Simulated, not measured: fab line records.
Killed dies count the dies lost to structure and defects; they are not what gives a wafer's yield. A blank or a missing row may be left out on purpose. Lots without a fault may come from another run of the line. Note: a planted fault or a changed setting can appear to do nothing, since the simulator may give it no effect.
Which of the tools did it? + flow gf180mcu + 36 wafers from 12 lots sampled at 6 of the route's 602 steps

## WHAT THE GAUGES SHOWED, per wafer
GF_MVPSD_TW_MEAS_11.
| lot  | measured     | on           | MVPSD_TW    |
|------|--------------|--------------|-------------|
| L591 | day 5 07:31  | filmMetro-02 | 552 554 554 |
| L593 | day 5 13:44  | filmMetro-04 | 558 554 554 |
| L594 | day 5 19:25  | filmMetro-04 | 559 555 555 |
| L597 | day 6 20:22  | filmMetro-02 | 555 555 556 |
| L598 | day 6 22:05  | filmMetro-04 | 550 551 552 |
| L602 | day 7 21:28  | filmMetro-02 | 610 609 612 |
| L604 | day 8 06:46  | filmMetro-04 | 613 609 612 |
| L605 | day 8 12:29  | filmMetro-01 | 561 561 562 |
| L608 | day 9 09:49  | filmMetro-01 | 556 559 555 |
| L609 | day 9 10:14  | filmMetro-02 | 556 551 552 |
| L612 | day 10 08:55 | filmMetro-04 | 557 557 556 |
| L613 | day 10 13:36 | filmMetro-01 | 556 561 553 |

GF_VT_IMPLANT_RS_MEAS_49: a four-point-probe measurement.
| lot  | measured     | on           | MVPSD_RS (ohm/sq) |
|------|--------------|--------------|-------------------|
| L591 | day 7 21:30  | filmMetro-04 | 1165 1165 1162    |
| L593 | day 8 05:16  | filmMetro-01 | 1163 1165 1160    |
| L594 | day 8 10:55  | filmMetro-01 | 1165 1168 1166    |
| L597 | day 9 14:26  | filmMetro-02 | 1165 1165 1165    |
| L598 | day 9 16:32  | filmMetro-01 | 1167 1169 1166    |
| L602 | day 10 20:11 | filmMetro-04 | 1364 1365 1365    |
| L604 | day 11 06:20 | filmMetro-02 | 1362 1361 1365    |
| L605 | day 11 12:53 | filmMetro-01 | 1165 1167 1165    |
| L608 | day 12 12:48 | filmMetro-02 | 1173 1173 1173    |
| L609 | day 12 13:28 | filmMetro-01 | 1169 1169 1169    |
| L612 | day 13 14:41 | filmMetro-02 | 1172 1172 1172    |
| L613 | day 13 19:17 | filmMetro-04 | 1171 1171 1168    |

GF_HV_LDD_CD_MEAS_07: the cd target is 400 nm.
| lot  | measured     | on       | cdNm (nm)   |
|------|--------------|----------|-------------|
| L591 | day 10 08:54 | cdSem-01 | 401 401 400 |
| L593 | day 10 16:22 | cdSem-02 | 399 398 398 |
| L594 | day 10 21:28 | cdSem-02 | 397 397 399 |
| L597 | day 12 04:58 | cdSem-01 | 400 403 401 |
| L598 | day 12 08:04 | cdSem-01 | 401 401 402 |
| L602 | day 13 17:50 | cdSem-02 | 403 403 405 |
| L604 | day 14 01:08 | cdSem-01 | 398 397 398 |
| L605 | day 14 08:26 | cdSem-01 | 398 400 399 |
| L608 | day 15 16:17 | cdSem-01 | 402 403 403 |
| L609 | day 15 17:12 | cdSem-01 | 398 400 397 |
| L612 | day 16 15:22 | cdSem-01 | 399 399 397 |
| L613 | day 16 18:11 | cdSem-02 | 399 402 400 |

GF_HV_LDD_TW_MEAS_50.
| lot  | measured     | on           | HV_LDD_4_TW |
|------|--------------|--------------|-------------|
| L591 | day 12 19:53 | filmMetro-01 | 571 573 574 |
| L593 | day 13 04:26 | filmMetro-04 | 571 568 571 |
| L594 | day 13 08:56 | filmMetro-01 | 573 576 574 |
| L597 | day 14 18:18 | filmMetro-01 | 569 569 571 |
| L598 | day 14 21:29 | filmMetro-02 | 569 571 575 |
| L602 | day 16 13:02 | filmMetro-01 | 577 576 575 |
| L604 | day 16 20:38 | filmMetro-02 | 572 573 572 |
| L605 | day 17 04:20 | filmMetro-02 | 572 568 570 |
| L608 | day 18 15:45 | filmMetro-04 | 569 568 565 |
| L609 | day 18 16:08 | filmMetro-01 | 572 575 577 |
| L612 | day 19 16:05 | filmMetro-04 | 565 566 571 |
| L613 | day 19 19:25 | filmMetro-02 | 569 571 570 |

## WHICH TOOL RAN EACH LOT (tool, then ch and the chambers of the sampled wafers, then the start)
| lot  | GF_MVPSD_IMPLANT_08             | GF_DUAL_GATE_STRIP_13               |
|------|---------------------------------|-------------------------------------|
| L591 | implanter-01 ch 0, day 5 07:08  | plasmaAsher-04 ch 0,1, day 8 16:01  |
| L593 | implanter-04 ch 0, day 5 13:20  | plasmaAsher-04 ch 0,1, day 8 22:58  |
| L594 | implanter-04 ch 0, day 5 19:01  | plasmaAsher-04 ch 0,1, day 9 05:28  |
| L597 | implanter-02 ch 0, day 6 19:59  | plasmaAsher-01 ch 0,1, day 10 10:08 |
| L598 | implanter-04 ch 0, day 6 21:41  | plasmaAsher-01 ch 0,1, day 10 11:49 |
| L602 | implanter-04 ch 0, day 7 21:05  | plasmaAsher-03 ch 1, day 11 16:49   |
| L604 | implanter-04 ch 0, day 8 06:22  | plasmaAsher-03 ch 0,1, day 12 03:41 |
| L605 | implanter-02 ch 0, day 8 12:07  | plasmaAsher-03 ch 0,1, day 12 09:29 |
| L608 | implanter-01 ch 0, day 9 09:25  | plasmaAsher-03 ch 0,1, day 13 15:41 |
| L609 | implanter-02 ch 0, day 9 09:52  | plasmaAsher-04 ch 0,1, day 13 16:20 |
| L612 | implanter-02 ch 0, day 10 08:31 | plasmaAsher-04 ch 0,1, day 14 12:34 |
| L613 | implanter-02 ch 0, day 10 13:12 | plasmaAsher-03 ch 0,1, day 14 17:42 |
- GF_MVPSD_IMPLANT_08
- GF_DUAL_GATE_STRIP_13: strips in O2/N2.

## WHAT THE TOOLS THEMSELVES READ (means of the sampled wafers that have a number; where no wafer has one, the mark that the record gives instead)
GF_MVPSD_IMPLANT_08.
| lot  | tool         | beamOnS (s) | tiltDeg (degrees) |
|------|--------------|-------------|-------------------|
| L591 | implanter-01 | 9.98        | -0.000            |
| L593 | implanter-04 | 10.15       | 0.024             |
| L594 | implanter-04 | 9.70        | -0.019            |
| L597 | implanter-02 | 10.22       | 0.012             |
| L598 | implanter-04 | 10.09       | -0.040            |
| L602 | implanter-04 | 10.00       | 4.731             |
| L604 | implanter-04 | 9.92        | 4.732             |
| L605 | implanter-02 | 10.15       | 0.007             |
| L608 | implanter-01 | 9.88        | -0.025            |
| L609 | implanter-02 | 9.84        | -0.008            |
| L612 | implanter-02 | 9.94        | 0.014             |
| L613 | implanter-02 | 10.23       | -0.003            |

GF_DUAL_GATE_STRIP_13.
| lot  | tool           | drypumpMotorCurrentA (A) | heaterPowerW (W) | n2FlowSccm (sccm) | oesProductAu (a.u.) | platenTempC (C) | stripTimeToEndpointS (s) |
|------|----------------|--------------------------|------------------|-------------------|---------------------|-----------------|--------------------------|
| L591 | plasmaAsher-04 | 5.7                      | 339              | 299.4             | 0.716               | 249.94          | 12.65                    |
| L593 | plasmaAsher-04 | 5.8                      | 340              | 299.8             | 0.711               | 249.96          | 12.68                    |
| L594 | plasmaAsher-04 | 5.8                      | 340              | 300.1             | 0.719               | 249.98          | 12.63                    |
| L597 | plasmaAsher-01 | 5.2                      | 335              | 299.9             | 0.720               | 249.99          | 12.65                    |
| L598 | plasmaAsher-01 | 5.5                      | 335              | 299.7             | 0.716               | 250.14          | 12.64                    |
| L602 | plasmaAsher-03 | 5.7                      | 344              | 298.7             | 0.717               | 250.06          | 12.60                    |
| L604 | plasmaAsher-03 | 5.6                      | 373              | 299.1             | 0.715               | 249.96          | 12.61                    |
| L605 | plasmaAsher-03 | 5.6                      | 360              | 299.4             | 0.711               | 250.03          | 12.59                    |
| L608 | plasmaAsher-03 | 5.6                      | 361              | 299.5             | 0.714               | 249.81          | 12.65                    |
| L609 | plasmaAsher-04 | 5.7                      | 332              | 300.1             | 0.719               | 250.06          | 12.68                    |
| L612 | plasmaAsher-04 | 5.7                      | 338              | 300.6             | 0.717               | 249.99          | 12.61                    |
| L613 | plasmaAsher-03 | 5.7                      | 358              | 300.4             | 0.718               | 249.91          | 12.65                    |

## THE ANSWER, worked out from the rows above alone
Rule: what is usual is taken from the lots themselves. The widest of any qualifying gaps counts: lots, ordered by their means at a reading, are off when they make up no more than a third of the lots, leave a main group of 4 or more, and stand apart from it by 3 or more times the standard deviation of that group's means. If all means in a main group match to the digits the tables above print for the reading, that group is not used. A lot without any number at a reading at which 4 lots or more have one is off too. Where the step has rows for the other lots, those lots are counted as sound. The gauges are gone through in route order, then the tools' own readings, and for those a lot's mean is taken as printed above. The first step at which some lot is off is used, and at that step the reading that is off furthest; a lot without a number counts as furthest.
Off: L602, L604, seen at GF_MVPSD_TW_MEAS_11 (MVPSD_TW). Mean 556 and standard deviation 2.6 in the main group.
A tool fits if, at a process step before that reading, it ran every lot that is off, and no sound lot after the first of them. The gauges at GF_MVPSD_TW_MEAS_11 aren't tried: what is off there is off at GF_MVPSD_IMPLANT_08 too, on other tools, and a gauge's error can't cause that. One candidate fits, namely implanter-04 at GF_MVPSD_IMPLANT_08. A fault onset in the window from L598 (day 6 21:41, its last sound lot) to L602 (day 7 21:05, its first lot off) fits.
The tool's own readings at GF_MVPSD_IMPLANT_08 bear it out: on the lots that are off they differ by more than 5 times the standard deviation of the sound lots' means. tiltDeg reads 4.732 degrees there against -0.004 degrees on the sound lots.

## WHAT THE SIMULATOR HAD INSERTED
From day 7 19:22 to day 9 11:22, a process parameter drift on implanter-04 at GF_MVPSD_IMPLANT_08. Setting tiltDeg shifted by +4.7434 from 0. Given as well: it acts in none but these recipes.
Shown lots that were struck: L602, L604. The rule above found the same.
